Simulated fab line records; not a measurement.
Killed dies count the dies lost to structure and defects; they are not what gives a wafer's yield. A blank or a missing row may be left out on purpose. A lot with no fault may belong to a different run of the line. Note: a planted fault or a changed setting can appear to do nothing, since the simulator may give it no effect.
Matching of chambers ; flow sky130 ; 4 sister chambers for SKY_VIA4_ETCH_12 on rie-diel-03
The step etches SiO2 in C4F8/O2/Ar, stops on TiN, target depth 580 nm. 8 wafers are shown with their chamber, then 7 later ones without.

== WAFERS WITH THEIR CHAMBER ==
wafer;chamber;oes-product-au (a.u.)
L078.5;3;0.922
L085.2;2;0.934
L085.3;3;0.921
L085.4;1;0.930
L085.5;1;0.920
L085.6;0;0.926
L086.1;2;0.919
L086.3;0;0.928

== WAFERS WHOSE CHAMBER IS MISSING ==
wafer;oes-product-au (a.u.)
L086.6;0.927
L091.1;0.924
L091.3;0.930
L091.4;0.921
L095.2;0.927
L095.3;0.922
L095.4;0.921

== CHAMBER TAKEN BY EACH ==
wafer;from the rows above;in truth
L086.6;can't be placed: 0 or 2 or 1 or 3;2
L091.1;can't be placed: 1 or 2 or 3 or 0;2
L091.3;can't be placed: 0 or 2 or 1 or 3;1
L091.4;can't be placed: 3 or 1 or 2 or 0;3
L095.2;can't be placed: 0 or 2 or 1 or 3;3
L095.3;can't be placed: 3 or 1 or 2 or 0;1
L095.4;can't be placed: 3 or 1 or 2 or 0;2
Correct placement for 0 of the 7. Can't be placed from these rows: 7 (the true chamber is among the candidates in 7). Number placed wrongly: 0.
How it was worked out, from the rows above alone: a wafer's distance from a chamber is the root of the sum, over the readings, of the square of ((its reading less the chamber's mean) divided by the reading's scatter). If the next closest chamber is less than 2 further off than the closest, the wafer can't be placed; otherwise it belongs to the closest. Each chamber's mean is taken over the wafers shown for it. The scatter is the square root of a quotient: the sum, over the shown wafers, of each reading's squared deviation from its chamber's mean, divided by wafers minus chambers.
